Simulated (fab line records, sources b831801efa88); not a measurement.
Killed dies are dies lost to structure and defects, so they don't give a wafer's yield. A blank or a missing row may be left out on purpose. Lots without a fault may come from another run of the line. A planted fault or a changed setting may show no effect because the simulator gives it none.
A struck lot beside a sound one | flow sfq_line | 42 steps out of a route of 325
Sound: wafers L897.1, L897.4, L897.6. Struck: wafers L909.1, L909.5, L909.6. The cause comes at the end.
At each step with rows: each side's tool, then ch and its chambers, then its first start. Under that, the readings that differ: sound wafers | struck wafers | difference of the means | sigmas: that difference in standard deviations of wafers without a fault.
alike: readings whose means differ by less than 2 such deviations, and words and numbers that are the same on both sides. not compared: withheld readings, readings that some wafer has no value for, bounds like >300 that may hide the same value, and numbers for which the record gives no deviation and whose values overlap.
The two part at a step that has a row with sigmas, a row that says differs or no value, or rows on one side only. Numbers that don't overlap but have no deviation are shown without sigmas and don't part them. A reading that every wafer of one side lacks parts them only if that side has two wafers or more.

first, 3 steps without rows for these wafers: SFQ_TRILAYER_I4_VIA_LITHO_EXPOSE_104 (exposes mask I4, target cd 700 nm); SFQ_TRILAYER_I4_VIA_LITHO_PEB_106 (peb time 60 s); SFQ_TRILAYER_I4_VIA_LITHO_DEVELOP_105 (time 60 s).
SFQ_I4_OVL_MEAS_928:
  sound on overlay-02, day 54 04:53; struck on overlay-02, day 57 18:07
  alike: I4_OVL
then, 5 steps without rows for these wafers: SFQ_TRILAYER_I4_VIA_BARC_OPEN_VIA_ETCH_146 (etches BARC in O2, target depth 125 nm, time 41.7 s); SFQ_TRILAYER_I4_VIA_ETCH_VIA_ETCH_106 (etches SiO2 in CHF3, stops on Nb, target depth 260 nm); SFQ_TRILAYER_I4_VIA_STRIP_STRIP_107 (strips in O2); SFQ_TRILAYER_I4_VIA_STRIP_SOLV_CLEAN_108 (cleans in NMP, time 600 s); SFQ_TRILAYER_JJ_TRILAYER_DEP_PRE_CLEAN_113 (time 22.5 s).
SFQ_TRILAYER_JJ_TRILAYER_DEP_SPUTTER_109: material Nb, target thk 150 nm, time 100 s.
  sound on pvd_sputter-06, day 54 05:53; struck on pvd_sputter-06, day 57 19:07
  alike: throttle_valve_pct
then, 2 steps without rows for these wafers: SFQ_TRILAYER_JJ_TRILAYER_DEP_SPUTTER_110 (material Al, target thk 8 nm, time 10 s); SFQ_TRILAYER_JJ_TRILAYER_DEP_AL_OXIDATION_111 (oxidation time 600 s).
SFQ_TRILAYER_JJ_TRILAYER_DEP_SPUTTER_112: material Nb, target thk 170 nm, time 113.3 s.
  sound on pvd_sputter-06, day 54 07:04; struck on pvd_sputter-06, day 57 20:13
  reading                                                      | sound           | struck          | difference | sigmas
  model.Nb_of_TRILAYER_JJ_TRILAYER_DEP_SPUTTER_112.thk_nm (nm) | 170 171.2 171.5 | 232.8 233.4 233 | +62.2      |
  alike: throttle_valve_pct
SFQ_JJ_RS_MEAS_929: measures by four-point-probe.
  sound on film_metro-03, day 54 07:09; struck on film_metro-03, day 57 20:17
  reading           | sound             | struck            | difference | sigmas
  JJ_NB_RS (ohm/sq) | 1.047 1.040 1.037 | 0.764 0.758 0.762 | -0.280     | -22
then, 6 steps without rows for these wafers: SFQ_TRILAYER_JJ_CE_LITHO_COAT_119 (resist thk 62 nm); SFQ_TRILAYER_JJ_CE_LITHO_COAT_114 (resist thk 600 nm); SFQ_TRILAYER_JJ_CE_LITHO_SOFTBAKE_118; SFQ_TRILAYER_JJ_CE_LITHO_EXPOSE_115 (exposes mask J5, target cd 700 nm); SFQ_TRILAYER_JJ_CE_LITHO_PEB_117 (peb time 60 s); SFQ_TRILAYER_JJ_CE_LITHO_DEVELOP_116 (time 60 s).
SFQ_JJ_OVL_MEAS_931:
  sound on overlay-01, day 54 11:26; struck on overlay-02, day 58 20:25
  alike: J5_OVL
then, 1 step without rows for these wafers: SFQ_TRILAYER_JJ_CE_METRO_MEASURE_117.
SFQ_TRILAYER_JJ_CE_BARC_OPEN_RIE_150: chemistry O2, target BARC, target depth 240 nm, time 80 s.
  sound on rie_metal-02 ch 0,1, day 54 12:40; struck on rie_metal-02 ch 0,1, day 58 21:40
  alike: drypump_motor_current_A, oes_product_au
  not compared: rf_hours_counter_h
then, 2 steps without rows for these wafers: SFQ_TRILAYER_JJ_CE_ETCH_RIE_118 (chemistry SF6, target Nb, stops on Al2O3, time 97.7 s, target depth 170 nm); SFQ_TRILAYER_JJ_ANODIZE_ANODIZE_119.
SFQ_TRILAYER_JJ_CE_STRIP_STRIP_120: strips in O2.
  sound on rie_metal-01 ch 0,1, day 54 13:22; struck on rie_metal-01 ch 0,1, day 58 22:51
  alike: drypump_motor_current_A, oes_product_au
  not compared: rf_hours_counter_h
then, 7 steps without rows for these wafers: SFQ_TRILAYER_JJ_CE_STRIP_SOLV_CLEAN_121 (cleans in NMP, time 600 s); SFQ_TRILAYER_M5_LITHO_COAT_128 (resist thk 62 nm); SFQ_TRILAYER_M5_LITHO_COAT_123 (resist thk 600 nm); SFQ_TRILAYER_M5_LITHO_SOFTBAKE_127; SFQ_TRILAYER_M5_LITHO_EXPOSE_124 (exposes mask M5, target cd 700 nm); SFQ_TRILAYER_M5_LITHO_PEB_126 (peb time 60 s); SFQ_TRILAYER_M5_LITHO_DEVELOP_125 (time 60 s).
-- the record jumps here: 5 days lie between the struck wafers' starts before and after --
SFQ_M5_OVL_MEAS_932:
  sound on overlay-01, day 59 19:21; struck on overlay-02, day 63 15:46
  alike: M5_OVL
then, 1 step without rows for these wafers: SFQ_TRILAYER_M5_BARC_OPEN_METAL_ETCH_161 (etches BARC in O2, target depth 125 nm, time 41.7 s).
SFQ_TRILAYER_M5_ETCH_METAL_ETCH_126: etches Nb in Cl2/BCl3, stops on SiO2, time 203.2 s, target depth 265 nm.
  sound on rie_metal-02 ch 1, day 59 19:26; struck on rie_metal-03 ch 0,1, day 63 15:52
  alike: drypump_motor_current_A, oes_product_au
  not compared: rf_hours_counter_h
then, 4 steps without rows for these wafers: SFQ_TRILAYER_M5_STRIP_STRIP_127 (strips in O2); SFQ_TRILAYER_M5_STRIP_SOLV_CLEAN_128 (cleans in NMP, time 600 s); SFQ_TRILAYER_A5B_DEP_PECVD_129 (deposits SiO2 from SiH4/N2O, time 133.33 s, target thk 600 nm); SFQ_TRILAYER_A5B_CMP_CMP_130 (polishes, stops on Nb, target thk 340.7 nm).
SFQ_TRILAYER_A5B_METRO_MEASURE_131:
  sound on film_metro-02, day 59 23:30; struck on film_metro-02, day 63 19:56
  alike: thk_nm
-- the record jumps here: 5 days lie between the struck wafers' starts before and after --
SFQ_TRILAYER_R5_ETCH_METAL_ETCH_139: etches the open film in Cl2, stops on SiO2, target depth 60 nm, time 40 s.
  sound on rie_metal-02 ch 0, day 65 04:51; struck on rie_metal-04 ch 0,1, day 68 20:20
  reading                                                      | sound           | struck            | difference | sigmas
  model.Nb_of_TRILAYER_JJ_TRILAYER_DEP_SPUTTER_112.thk_nm (nm) | 159.8 161 161.4 | 222.8 223.3 222.8 | +62.2      |
  alike: drypump_motor_current_A, oes_product_au
  not compared: rf_hours_counter_h

WHERE THEY PART
Only at SFQ_JJ_RS_MEAS_929, within this record. Later steps at which nothing parts them and some readings are alike: SFQ_JJ_OVL_MEAS_931, SFQ_TRILAYER_JJ_CE_BARC_OPEN_RIE_150, SFQ_TRILAYER_JJ_CE_STRIP_STRIP_120, SFQ_M5_OVL_MEAS_932, SFQ_TRILAYER_M5_ETCH_METAL_ETCH_126, SFQ_TRILAYER_A5B_METRO_MEASURE_131, SFQ_TRILAYER_R5_ETCH_METAL_ETCH_139.

WHY: what the simulator had put in
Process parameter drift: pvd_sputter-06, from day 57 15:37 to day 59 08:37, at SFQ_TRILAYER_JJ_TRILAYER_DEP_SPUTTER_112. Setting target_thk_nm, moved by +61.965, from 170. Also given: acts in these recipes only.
